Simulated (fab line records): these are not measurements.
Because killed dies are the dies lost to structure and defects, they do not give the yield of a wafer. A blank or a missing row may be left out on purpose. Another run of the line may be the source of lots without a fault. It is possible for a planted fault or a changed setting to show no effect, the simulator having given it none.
fab line records    flow gf180mcu
record lots=5  wafers=23
route steps=602 shown NSD@237 PSD@250 SAB@272 CONTACT@287
startH: hours from the record's opening day to when the first of the lot's shown wafers began    waitH: time in hours since the lot's previous step    " same as the row above    L1.1+2: several wafers, shown together as one row    - no value present, or no start provided    * or withheld: withheld    < > ~ a bound
route shown NAME@n: names a module that has steps shown in the file, with the first one's number in the route    usual: average and standard deviation across the fault-free wafers    same: alike in all rows    chamber/n: place in a boat    sites: readings site by site    _std_site: the standard deviation of these    _edge_site: inner sites' mean taken away from outer sites' mean    radiusMm: how far each site lies from the wafer's centre    mask NAME#n: copy n    behind: the most recent tool/chamber to have shaped the wafer    hold: what put the lot on hold/how long, in hours/how the hold closed    device: the n, p or np transistor that did not switch    end of line: the same wafers' tests at the end of the route    a step without rows: its recipe alone    killed: dies lost to structure and defects at the first sort, not the wafer's yield    map: dies across one wafer; x = killed, . = not, _ = none there
set.NAME: the setting that was run; set.NAME@STEP: the one run at that earlier step    model.NAME: the simulator's own value behind a step, which no gauge read
lots where settings were altered on purpose, with a table for each step and a row for each wafer
## steps
# step GF_NSD_COAT_02
# recipe resist=NOVOLAK  spinRpm=3000  resistThkNm=1000
lot.wafer   tool           chamber  startH  waitH  set.resistThkNm  model.NOVOLAK_of_NSD_COAT_02.thkNm
L074.1      lithoTrack-02  0        271.69  0.1    943.1            942
L074.2+6    "              0        "       "      1000             1001
L074.3      "              0        "       "      943.1            941.2
L074.4      "              0        "       "      1000             1003
L077.1      lithoTrack-04  0        328.72  0.1    1000             998.7
L077.2      "              0        "       "      1000             997.1
L077.4      "              0        "       "      1000             1000
L077.5      "              0        "       "      1000             999
L077.6      "              0        "       "      1000             995.8
L081.2+4+6  lithoTrack-03  0        342.08  0.1    1000             1002
L082.1      lithoTrack-03  0        368.40  0.1    1000             997.2
L082.3      "              0        "       "      1000             995.3
L082.4      "              0        "       "      941.1            939.2
L082.5      "              0        "       "      941.1            940.2
L082.6      "              0        "       "      1000             993.5
L085.1      lithoTrack-04  0        379.32  0.1    1000             997.1
L085.2+6    "              0        "       "      1000             1000
L085.3      "              0        "       "      1000             998.1
L085.4      "              0        "       "      1000             1001
# step GF_NSD_SOFTBAKE_03
# recipe tempC=90  timeS=60  resist=NOVOLAK
# step GF_NSD_EXPOSE_04
# recipe maskId=Nplus  targetCdNm=400  na=0.6  sourceShape=conventional  sigmaOuter=0.6  doseMj=140
# step GF_NSD_PEB_05
# recipe tempC=withheld  timeS=*  resist=NOVOLAK
# step GF_NSD_DEVELOP_06
# recipe developTimeS=62.17  devTempC=23
lot.wafer  tool           chamber  startH  waitH  set.resistThkNm@NSD_COAT_02  model.NSD.cdNm
L074.1     lithoTrack-04  0        281.02  0.1    943.1                        404.2
L074.2     "              0        "       "      1000                         400.6
L074.3     "              0        "       "      943.1                        403.9
L074.4+6   "              0        "       "      1000                         398.8
L077.1     lithoTrack-03  0        339.05  0.1    1000                         402
L077.2     "              0        "       "      1000                         400.4
L077.4     "              0        "       "      1000                         401.4
L077.5     "              0        "       "      1000                         400.9
L077.6     "              0        "       "      1000                         400.8
L081.2     lithoTrack-02  0        352.56  0.1    1000                         403.1
L081.4     "              0        "       "      1000                         403.9
L081.6     "              0        "       "      1000                         401.5
L082.1     lithoTrack-04  0        378.87  0.1    1000                         401.7
L082.3     "              0        "       "      1000                         402.6
L082.4     "              0        "       "      941.1                        408.9
L082.5     "              0        "       "      941.1                        411.7
L082.6     "              0        "       "      1000                         402.2
L085.1     lithoTrack-04  0        391.07  0.1    1000                         398.9
L085.2     "              0        "       "      1000                         397.9
L085.3     "              0        "       "      1000                         399.5
L085.4     "              0        "       "      1000                         399.9
L085.6     "              0        "       "      1000                         397.3
# step GF_NSD_CD_MEAS_07
# recipe targetCdNm=400
# usual cdNm=400.7/2
lot.wafer  tool      chamber  startH  waitH  set.resistThkNm@NSD_COAT_02  cdNm
L074.1     cdSem-02  -        281.17  0.1    943.1                        404.4
L074.2     "         -        "       "      1000                         400.6
L074.3     "         -        "       "      943.1                        403.9
L074.4     "         -        "       "      1000                         398.8
L074.6     "         -        "       "      1000                         398.7
L077.1     cdSem-01  -        339.20  0.1    1000                         402.2
L077.2     "         -        "       "      1000                         400.2
L077.4     "         -        "       "      1000                         401.3
L077.5     "         -        "       "      1000                         401.0
L077.6     "         -        "       "      1000                         400.8
L081.2     cdSem-02  -        352.71  0.1    1000                         403.6
L081.4     "         -        "       "      1000                         403.9
L081.6     "         -        "       "      1000                         401.6
L082.1     cdSem-01  -        379.02  0.1    1000                         401.6
L082.3     "         -        "       "      1000                         402.5
L082.4     "         -        "       "      941.1                        408.9
L082.5     "         -        "       "      941.1                        411.9
L082.6     "         -        "       "      1000                         402.5
L085.1     cdSem-01  -        391.22  0.1    1000                         398.9
L085.2     "         -        "       "      1000                         398.3
L085.3     "         -        "       "      1000                         399.5
L085.4     "         -        "       "      1000                         399.8
L085.6     "         -        "       "      1000                         397.1
# step GF_NSD_IMPLANT_10
# recipe species=P  energyKev=40  doseCm2=5e+14  tiltDeg=7
lot.wafer       tool          chamber  startH  waitH  set.energyKev  model.implant.rpNm  model.implant.drpNm
L074.1+2+4      implanter-01  0        281.48  0.1    42.91          51.07               22.45
L074.3+6        "             0        "       "      40             47.64               21.16
L077.1+4+5      implanter-03  0        339.51  0.1    36.42          43.88               19.53
L077.2+6        "             0        "       "      40             48.1                21.16
L081.2+4+6      implanter-03  0        353.02  0.1    40             48.67               21.16
L082.1+3+4+5+6  implanter-03  0        379.32  0.1    40             49.19               21.16
L085.1+2+3+4+6  implanter-03  0        391.52  0.1    40             48.63               21.16
# step GF_NSD_STRIP_11
# recipe chemistry=O2/N2  powerW=1400  pressureMtorr=1500  platenTempC=250  o2FlowSccm=3000  n2FlowSccm=300  overashFraction=0.5
# usual stripTimeToEndpointS=22.95/0.037
lot.wafer  tool            chamber  startH  waitH  set.resistThkNm@NSD_COAT_02  stripTimeToEndpointS
L074.1     plasmaAsher-02  1        281.63  0.1    943.1                        22.43
L074.2     "               0        "       "      1000                         23.09
L074.3     "               0        "       "      943.1                        22.28
L074.4     "               1        "       "      1000                         23.11
L074.6     "               0        "       "      1000                         22.97
L077.1     plasmaAsher-01  0        339.66  0.1    1000                         22.83
L077.2     "               1        "       "      1000                         22.94
L077.4     "               1        "       "      1000                         22.84
L077.5     "               0        "       "      1000                         22.82
L077.6     "               1        "       "      1000                         22.92
L081.2     plasmaAsher-01  0        353.15  0.1    1000                         22.98
L081.4     "               1        "       "      1000                         22.99
L081.6     "               1        "       "      1000                         22.97
L082.1     plasmaAsher-01  0        379.47  0.1    1000                         22.91
L082.3     "               1        "       "      1000                         22.89
L082.4     "               0        "       "      941.1                        22.28
L082.5     "               1        "       "      941.1                        22.28
L082.6     "               0        "       "      1000                         22.90
L085.1     plasmaAsher-02  0        391.67  0.1    1000                         22.93
L085.2     "               1        "       "      1000                         22.94
L085.3     "               0        "       "      1000                         22.93
L085.4     "               1        "       "      1000                         22.98
L085.6     "               1        "       "      1000                         22.95
# step GF_PSD_COAT_02
# recipe resist=NOVOLAK  spinRpm=3000  resistThkNm=1000
lot.wafer  tool           chamber  startH  waitH  set.spinRpm  model.NOVOLAK_of_PSD_COAT_02.thkNm
L074.1     lithoTrack-04  0        290.17  0.1    3139         974.8
L074.2     "              0        "       "      3000         999
L074.3     "              0        "       "      3000         999.7
L074.4     "              0        "       "      3000         998.4
L074.6     "              0        "       "      3139         976.2
L077.1     lithoTrack-04  0        350.37  0.1    2934         1010
L077.2     "              0        "       "      2934         1012
L077.4     "              0        "       "      3000         998.8
L077.5     "              0        "       "      3000         998.4
L077.6     "              0        "       "      2934         1009
L081.2     lithoTrack-02  0        363.66  0.1    3000         999.5
L081.4     "              0        "       "      3000         997.7
L081.6     "              0        "       "      3000         999.6
L082.1     lithoTrack-01  0        390.72  0.1    3066         986.8
L082.3     "              0        "       "      3000         998.2
L082.4     "              0        "       "      3066         987.9
L082.5     "              0        "       "      3000         999.1
L082.6     "              0        "       "      3066         988.8
L085.1+3   lithoTrack-02  0        402.59  0.1    2802         1036
L085.2     "              0        "       "      3000         1000
L085.4     "              0        "       "      3000         1003
L085.6     "              0        "       "      2802         1033
# step GF_PSD_IMPLANT_09
# recipe species=BF2  energyKev=40  doseCm2=1.5e+15  tiltDeg=7
lot.wafer       tool          chamber  startH  waitH  set.doseCm2
L074.1+2        implanter-03  0        299.63  0.0    1.28e+15
L074.3+4+6      "             0        "       "      1.5e+15
L077.1+5+6      implanter-02  0        361.82  0.0    1.294e+15
L077.2+4        "             0        "       "      1.5e+15
L081.2+4+6      implanter-03  0        374.75  0.0    1.5e+15
L082.1+3+4+5+6  implanter-03  0        402.50  0.0    1.5e+15
L085.1+4+6      implanter-02  0        414.02  0.0    1.5e+15
L085.2+3        "             0        "       "      1.282e+15
# step GF_PSD_STRIP_10
# recipe chemistry=O2/N2  powerW=1400  pressureMtorr=1500  platenTempC=250  o2FlowSccm=3000  n2FlowSccm=300  overashFraction=0.5
# usual stripTimeToEndpointS=16.533/0.028
lot.wafer  tool            chamber  startH  waitH  set.spinRpm@PSD_COAT_02  set.doseCm2@PSD_IMPLANT_09  stripTimeToEndpointS
L074.1     plasmaAsher-01  0        299.78  0.1    3139                     1.28e+15                    15.746
L074.2     "               1        "       "      3000                     1.28e+15                    16.016
L074.3     "               0        "       "      3000                     1.5e+15                     16.526
L074.4     "               1        "       "      3000                     1.5e+15                     16.523
L074.6     "               1        "       "      3139                     1.5e+15                     16.237
L077.1     plasmaAsher-04  1        361.97  0.1    2934                     1.294e+15                   16.195
L077.2     "               0        "       "      2934                     1.5e+15                     16.707
L077.4     "               1        "       "      3000                     1.5e+15                     16.529
L077.5     "               0        "       "      3000                     1.294e+15                   16.052
L077.6     "               1        "       "      2934                     1.294e+15                   16.171
L081.2     plasmaAsher-02  0        374.87  0.1    3000                     1.5e+15                     16.526
L081.4     "               1        "       "      3000                     1.5e+15                     16.490
L081.6     "               1        "       "      3000                     1.5e+15                     16.525
L082.1     plasmaAsher-04  0        402.65  0.1    3066                     1.5e+15                     16.359
L082.3     "               1        "       "      3000                     1.5e+15                     16.500
L082.4     "               0        "       "      3066                     1.5e+15                     16.393
L082.5     "               0        "       "      3000                     1.5e+15                     16.506
L082.6     "               1        "       "      3066                     1.5e+15                     16.415
L085.1     plasmaAsher-01  1        414.17  0.1    2802                     1.5e+15                     16.931
L085.2     "               0        "       "      3000                     1.282e+15                   16.035
L085.3     "               1        "       "      2802                     1.282e+15                   16.460
L085.4     "               0        "       "      3000                     1.5e+15                     16.559
L085.6     "               1        "       "      2802                     1.5e+15                     16.925
# step GF_PSD_TW_MEAS_11
# usual PSD_TW=3197/16
lot.wafer  tool          chamber  startH  waitH  set.doseCm2@PSD_IMPLANT_09  PSD_TW
L074.1     filmMetro-01  -        299.88  0.1    1.28e+15                    3083
L074.2     "             -        "       "      1.28e+15                    3096
L074.3     "             -        "       "      1.5e+15                     3185
L074.4     "             -        "       "      1.5e+15                     3193
L074.6     "             -        "       "      1.5e+15                     3185
L077.1     filmMetro-01  -        362.07  0.1    1.294e+15                   3091
L077.2     "             -        "       "      1.5e+15                     3187
L077.4     "             -        "       "      1.5e+15                     3178
L077.5     "             -        "       "      1.294e+15                   3102
L077.6     "             -        "       "      1.294e+15                   3086
L081.2     filmMetro-03  -        374.98  0.1    1.5e+15                     3201
L081.4     "             -        "       "      1.5e+15                     3207
L081.6     "             -        "       "      1.5e+15                     3221
L082.1     filmMetro-01  -        402.75  0.1    1.5e+15                     3195
L082.3     "             -        "       "      1.5e+15                     3210
L082.4     "             -        "       "      1.5e+15                     3201
L082.5     "             -        "       "      1.5e+15                     3211
L082.6     "             -        "       "      1.5e+15                     3170
L085.1     filmMetro-03  -        414.27  0.1    1.5e+15                     3217
L085.2     "             -        "       "      1.282e+15                   3125
L085.3     "             -        "       "      1.282e+15                   3097
L085.4     "             -        "       "      1.5e+15                     3205
L085.6     "             -        "       "      1.5e+15                     3205
# step GF_PSD_CLEAN_12
# recipe chemistry=SC1/SC2  mix=1:4:20  tempC=70  timeS=150  dry=n2Spin
# step GF_PSD_RTA_13
# recipe tempC=1025  timeS=20  ambient=N2
# step GF_PSD_RS_MEAS_15
# recipe thkMeasGauge=four-point-probe
# usual PSD_RS=108.45/0.26
lot.wafer  tool          chamber  startH  waitH  set.doseCm2@PSD_IMPLANT_09  PSD_RS[ohm/sq]
L074.1     filmMetro-01  -        300.19  0.1    1.28e+15                    115.50
L074.2     "             -        "       "      1.28e+15                    115.75
L074.3     "             -        "       "      1.5e+15                     108.33
L074.4     "             -        "       "      1.5e+15                     108.25
L074.6     "             -        "       "      1.5e+15                     108.27
L077.1     filmMetro-01  -        362.39  0.1    1.294e+15                   115.05
L077.2     "             -        "       "      1.5e+15                     108.20
L077.4     "             -        "       "      1.5e+15                     108.65
L077.5     "             -        "       "      1.294e+15                   115.25
L077.6     "             -        "       "      1.294e+15                   115.24
L081.2     filmMetro-02  -        375.45  0.1    1.5e+15                     108.61
L081.4     "             -        "       "      1.5e+15                     108.41
L081.6     "             -        "       "      1.5e+15                     108.34
L082.1     filmMetro-03  -        403.06  0.1    1.5e+15                     108.69
L082.3     "             -        "       "      1.5e+15                     108.31
L082.4     "             -        "       "      1.5e+15                     108.22
L082.5     "             -        "       "      1.5e+15                     108.59
L082.6     "             -        "       "      1.5e+15                     108.12
L085.1     filmMetro-02  -        414.59  0.1    1.5e+15                     108.44
L085.2     "             -        "       "      1.282e+15                   115.84
L085.3     "             -        "       "      1.282e+15                   115.54
L085.4     "             -        "       "      1.5e+15                     108.10
L085.6     "             -        "       "      1.5e+15                     108.03
# step GF_SAB_DEVELOP_08
# recipe developTimeS=60  devTempC=23
lot.wafer       tool           chamber  startH  waitH  set.developTimeS
L074.1+2+3+4+6  lithoTrack-03  0        319.05  0.1    60
L077.1+2        lithoTrack-04  0        384.67  0.1    52.46
L077.4+5+6      "              0        "       "      60
L081.2+4+6      lithoTrack-04  0        397.54  0.1    60
L082.1+6        lithoTrack-04  0        425.57  0.1    56.12
L082.3+4+5      "              0        "       "      60
L085.1+6        lithoTrack-03  0        438.80  0.1    60
L085.2+3+4      "              0        "       "      53.57
# step GF_SAB_CD_MEAS_09
# recipe targetCdNm=420
# usual cdNm=418.2/2.2
lot.wafer  tool      chamber  startH  waitH  set.developTimeS@SAB_DEVELOP_08  cdNm
L074.1     cdSem-02  -        319.20  0.1    60                               418.1
L074.2     "         -        "       "      60                               414.7
L074.3     "         -        "       "      60                               417.0
L074.4     "         -        "       "      60                               416.6
L074.6     "         -        "       "      60                               417.2
L077.1     cdSem-02  -        384.82  0.1    52.46                            431.7
L077.2     "         -        "       "      52.46                            432.8
L077.4     "         -        "       "      60                               420.2
L077.5     "         -        "       "      60                               420.4
L077.6     "         -        "       "      60                               421.3
L081.2     cdSem-02  -        397.69  0.1    60                               420.2
L081.4     "         -        "       "      60                               418.5
L081.6     "         -        "       "      60                               419.8
L082.1     cdSem-01  -        425.72  0.1    56.12                            426.9
L082.3     "         -        "       "      60                               419.4
L082.4     "         -        "       "      60                               419.1
L082.5     "         -        "       "      60                               421.2
L082.6     "         -        "       "      56.12                            426.5
L085.1     cdSem-02  -        438.95  0.1    60                               417.8
L085.2     "         -        "       "      53.57                            427.4
L085.3     "         -        "       "      53.57                            430.0
L085.4     "         -        "       "      53.57                            427.7
L085.6     "         -        "       "      60                               417.6
# step GF_SAB_ETCH_11
# recipe chemistry=C4F8/O2/Ar  maskMaterial=NOVOLAK  target=SiO2  targetDepthNm=55  sourceW=1500  biasW=1200  pressureMtorr=40  c4f8FlowSccm=withheld  O2_flow_sccm=6  Ar_flow_sccm=300  timeS=8.5
lot.wafer  tool        chamber  startH  waitH  set.biasW  set.developTimeS@SAB_DEVELOP_08  model.SAB.cdNm
L074.1     rieDiel-01  1        319.36  0.0    1085       60                               418
L074.2     "           2        "       "      1085       60                               414.2
L074.3     "           0        "       "      1200       60                               417.8
L074.4     "           3        "       "      1200       60                               416.8
L074.6     "           3        "       "      1085       60                               417.5
L077.1     rieDiel-04  3        384.97  0.0    1200       52.46                            431.6
L077.2     "           1        "       "      1200       52.46                            433.3
L077.4     "           2        "       "      1200       60                               420.6
L077.5     "           3        "       "      1200       60                               420.5
L077.6     "           2        "       "      1200       60                               421.5
L081.2+6   rieDiel-03  2,3      397.82  0.0    1200       60                               420
L081.4     "           3        "       "      1200       60                               418.2
L082.1     rieDiel-03  0        425.87  0.0    1313       56.12                            426.9
L082.3     "           2        "       "      1313       60                               419.4
L082.4     "           3        "       "      1200       60                               419.5
L082.5     "           2        "       "      1313       60                               421.2
L082.6     "           1        "       "      1200       56.12                            426.1
L085.1     rieDiel-01  1        439.11  0.0    1200       60                               417.9
L085.2     "           3        "       "      1200       53.57                            427.9
L085.3     "           2        "       "      1200       53.57                            429.8
L085.4     "           0        "       "      1200       53.57                            428.1
L085.6     "           1        "       "      1200       60                               417.5
# step GF_CONTACT_CVD_00
# recipe material=SiO2  targetThkNm=300  sigmaOpenFrac=0.3  tempC=400  timeS=50  sih4FlowSccm=60  pressureMtorr=6
lot.wafer  tool       chamber  startH  waitH  set.sih4FlowSccm  model.SiO2_of_CONTACT_CVD_00.thkNm
L074.1     hdpcvd-02  1        320.22  0.1    60                303
L074.2     "          0        "       "      64.98             330.4
L074.3     "          2        "       "      60                297.6
L074.4     "          0        "       "      64.98             329.3
L074.6     "          1        "       "      60                301.7
L077.1     hdpcvd-01  2        386.13  0.1    62.85             316.5
L077.2     "          0        "       "      62.85             315.7
L077.4     "          2        "       "      62.85             319.8
L077.5     "          0        "       "      60                306.2
L077.6     "          2        "       "      60                306.4
L081.2     hdpcvd-02  1        398.69  0.1    60                301.1
L081.4     "          0        "       "      60                298.6
L081.6     "          1        "       "      60                302.2
L082.1     hdpcvd-01  0        426.81  0.1    54.69             276.8
L082.3     "          1        "       "      60                303.7
L082.4     "          0        "       "      60                303.5
L082.5     "          1        "       "      54.69             280.2
L082.6     "          2        "       "      60                307.1
L085.1     hdpcvd-02  2        440.05  0.1    63.56             312.5
L085.2     "          1        "       "      63.56             319.6
L085.3     "          0        "       "      60                299.3
L085.4     "          2        "       "      60                297.4
L085.6     "          1        "       "      63.56             321.4
# step GF_CONTACT_THK_MEAS_01
# recipe reads=SiO2_of_CONTACT_CVD_00
# usual CONTACT_CVD_00_THK=301/3.2
lot.wafer  tool          chamber  startH  waitH  set.sih4FlowSccm@CONTACT_CVD_00  CONTACT_CVD_00_THK[nm]
L074.1     filmMetro-04  -        320.27  0.0    60                               303
L074.2     "             -        "       "      64.98                            330
L074.3     "             -        "       "      60                               298
L074.4     "             -        "       "      64.98                            329
L074.6     "             -        "       "      60                               302
L077.1     filmMetro-02  -        386.20  0.0    62.85                            316
L077.2     "             -        "       "      62.85                            316
L077.4     "             -        "       "      62.85                            320
L077.5     "             -        "       "      60                               306
L077.6     "             -        "       "      60                               306
L081.2     filmMetro-04  -        398.74  0.0    60                               301
L081.4     "             -        "       "      60                               298
L081.6     "             -        "       "      60                               302
L082.1     filmMetro-04  -        426.85  0.0    54.69                            277
L082.3     "             -        "       "      60                               304
L082.4     "             -        "       "      60                               304
L082.5     "             -        "       "      54.69                            280
L082.6     "             -        "       "      60                               307
L085.1     filmMetro-01  -        440.09  0.0    63.56                            312
L085.2     "             -        "       "      63.56                            320
L085.3     "             -        "       "      60                               299
L085.4     "             -        "       "      60                               298
L085.6     "             -        "       "      63.56                            321
# step GF_CONTACT_ETCH_16
# recipe chemistry=N2/H2  targetDepthA=withheld  overetchA=withheld  timeS=withheld  target=BARC  ionEnergyEv=200  sourceW=500  biasW=100  pressureMtorr=30  n2FlowSccm=100  h2FlowSccm=200
lot.wafer       tool        chamber    startH  waitH  set.biasW
L074.1+3        rieDiel-04  0,3        341.20  0.0    100
L074.2+4+6      "           1,2,2      "       "      103.5
L077.1+2+4+5+6  rieDiel-04  3,1,2,0,1  409.64  0.0    100
L081.2+4+6      rieDiel-02  0,2,1      422.96  0.0    100
L082.1+3+6      rieDiel-02  3,1,3      451.44  0.0    100
L082.4+5        "           2,0        "       "      105.4
L085.1+2+4      rieDiel-01  2,0,3      464.81  0.0    100
L085.3+6        "           1          "       "      107.8
# step GF_CONTACT_ETCH_17
# recipe chemistry=C4F8/O2/Ar  maskMaterial=KrF  target=SiO2  stopOn=CoSi2  sourceW=1500  biasW=1200  pressureMtorr=40  c4f8FlowSccm=withheld  O2_flow_sccm=6  Ar_flow_sccm=300  timeS=withheld  targetDepthA=8600
# usual oesProductAu=0.814/0.005
lot.wafer  tool        chamber  startH  waitH  set.sih4FlowSccm@CONTACT_CVD_00  oesProductAu  model.CONTACT.featureDepthNm  model.etch.depthNm
L074.1     rieDiel-04  0        -       -      60                               0.815         862.5                         -
L074.2     "           1        "       "      64.98                            0.828         889.6                         -
L074.3     "           3        "       "      60                               0.811         857.5                         857.5
L074.4     "           2        "       "      64.98                            0.830         889.7                         889.7
L074.6     "           2        "       "      60                               0.809         860.1                         -
L077.1     rieDiel-04  3        -       -      62.85                            0.819         877.1                         -
L077.2     "           1        "       "      62.85                            0.822         873                           -
L077.4     "           2        "       "      62.85                            0.819         878.6                         -
L077.5     "           0        "       "      60                               0.822         864.5                         -
L077.6     "           1        "       "      60                               0.816         866.9                         -
L081.2     rieDiel-02  0        -       -      60                               0.812         860.9                         860.9
L081.4     "           2        "       "      60                               0.809         859.3                         859.3
L081.6     "           1        "       "      60                               0.812         862.6                         862.6
L082.1     rieDiel-02  3        -       -      54.69                            0.797         836.9                         836.9
L082.3     "           1        "       "      60                               0.812         862.7                         -
L082.4     "           2        "       "      60                               0.812         862.6                         862.6
L082.5     "           0        "       "      54.69                            0.800         839                           -
L082.6     "           3        "       "      60                               0.817         867.9                         -
L085.1     rieDiel-01  2        -       -      63.56                            0.828         872.3                         -
L085.2     "           0        "       "      63.56                            0.823         880.2                         -
L085.3     "           1        "       "      60                               0.805         859.4                         -
L085.4     "           3        "       "      60                               0.799         855.5                         -
L085.6     "           1        "       "      63.56                            0.822         879.8                         -
# step GF_CONTACT_SPUTTER_22
# recipe material=Ti  targetThkNm=15  chamberPressurePa=5  powerW=2500  substrateTempC=200  timeS=80.02
lot.wafer  tool           chamber  startH  waitH  set.chamberPressurePa  model.Ti_of_CONTACT_SPUTTER_22.thkNm
L074.1+3   pvdSputter-01  -        341.87  0.0    5                      15.12
L074.2     "              -        "       "      5                      15.04
L074.4     "              -        "       "      5                      14.99
L074.6     "              -        "       "      5                      14.87
L077.1     pvdSputter-01  -        410.10  0.0    4.289                  16.93
L077.2     "              -        "       "      4.289                  17.01
L077.4     "              -        "       "      4.289                  17.19
L077.5     "              -        "       "      4.289                  17.05
L077.6     "              -        "       "      4.289                  17.18
L081.2     pvdSputter-01  -        423.42  0.0    5                      15.08
L081.4     "              -        "       "      5                      15.04
L081.6     "              -        "       "      5                      14.92
L082.1     pvdSputter-03  -        451.90  0.0    4.692                  16.27
L082.3     "              -        "       "      4.692                  16.13
L082.4     "              -        "       "      4.692                  16.33
L082.5     "              -        "       "      4.692                  16.11
L082.6     "              -        "       "      4.692                  16.24
L085.1     pvdSputter-01  -        465.27  0.0    4.43                   17
L085.2     "              -        "       "      4.43                   16.81
L085.3     "              -        "       "      4.43                   16.75
L085.4     "              -        "       "      4.43                   16.77
L085.6     "              -        "       "      4.43                   16.94
## key
split step=GF_NSD_COAT_02  setting=resistThkNm  stated=1000  by=wafer
response step=GF_NSD_COAT_02  reading=model.NOVOLAK_of_NSD_COAT_02.thkNm  change=+9.98  per=1%  r=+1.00
response step=GF_NSD_DEVELOP_06  reading=model.NSD.cdNm  change=-1.11  per=1%  r=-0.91
response step=GF_NSD_CD_MEAS_07  reading=cdNm  change=-1.12  per=1%  r=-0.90
response step=GF_NSD_STRIP_11  reading=stripTimeToEndpointS  change=*  per=1%  r=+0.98
split step=GF_NSD_IMPLANT_10  setting=energyKev  stated=40  by=wafer
response step=GF_NSD_IMPLANT_10  reading=model.implant.rpNm  change=+0.471  per=1%  r=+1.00
response step=GF_NSD_IMPLANT_10  reading=model.implant.drpNm  change=+0.18  per=1%  r=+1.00
split step=GF_PSD_COAT_02  setting=spinRpm  stated=3000  by=wafer
response step=GF_PSD_COAT_02  reading=model.NOVOLAK_of_PSD_COAT_02.thkNm  change=-5.08  per=1%  r=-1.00
response step=GF_PSD_STRIP_10  reading=stripTimeToEndpointS  slope=*  per=1%  togetherWith=doseCm2@PSD_IMPLANT_09  explained=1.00
split step=GF_PSD_IMPLANT_09  setting=doseCm2  stated=1.5e+15  by=wafer
response step=GF_PSD_STRIP_10  reading=stripTimeToEndpointS  change=*  per=1%  r=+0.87
response step=GF_PSD_TW_MEAS_11  reading=PSD_TW  change=+6.67  per=1%  r=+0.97
response step=GF_PSD_RS_MEAS_15  reading=PSD_RS  change=-0.503  per=1%  r=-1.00
split step=GF_SAB_DEVELOP_08  setting=developTimeS  stated=60  by=wafer
response step=GF_SAB_CD_MEAS_09  reading=cdNm  change=-0.966  per=1%  r=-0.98
response step=GF_SAB_ETCH_11  reading=model.SAB.cdNm  change=-0.969  per=1%  r=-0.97
split step=GF_SAB_ETCH_11  setting=biasW  stated=1200  by=wafer
response none clear
split step=GF_CONTACT_CVD_00  setting=sih4FlowSccm  stated=60  by=wafer
response step=GF_CONTACT_CVD_00  reading=model.SiO2_of_CONTACT_CVD_00.thkNm  change=+3.13  per=1%  r=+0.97
response step=GF_CONTACT_THK_MEAS_01  reading=CONTACT_CVD_00_THK  change=+3.11  per=1%  r=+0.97
response step=GF_CONTACT_ETCH_17  reading=oesProductAu  change=+0.002  per=1%  r=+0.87
response step=GF_CONTACT_ETCH_17  reading=model.CONTACT.featureDepthNm  change=+3.16  per=1%  r=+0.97
response step=GF_CONTACT_ETCH_17  reading=model.etch.depthNm  change=+3.37  per=1%  r=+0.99
split step=GF_CONTACT_ETCH_16  setting=biasW  stated=100  by=wafer
response none clear
split step=GF_CONTACT_SPUTTER_22  setting=chamberPressurePa  stated=5  by=lot
response step=GF_CONTACT_SPUTTER_22  reading=model.Ti_of_CONTACT_SPUTTER_22.thkNm  change=-0.148  per=1%  r=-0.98
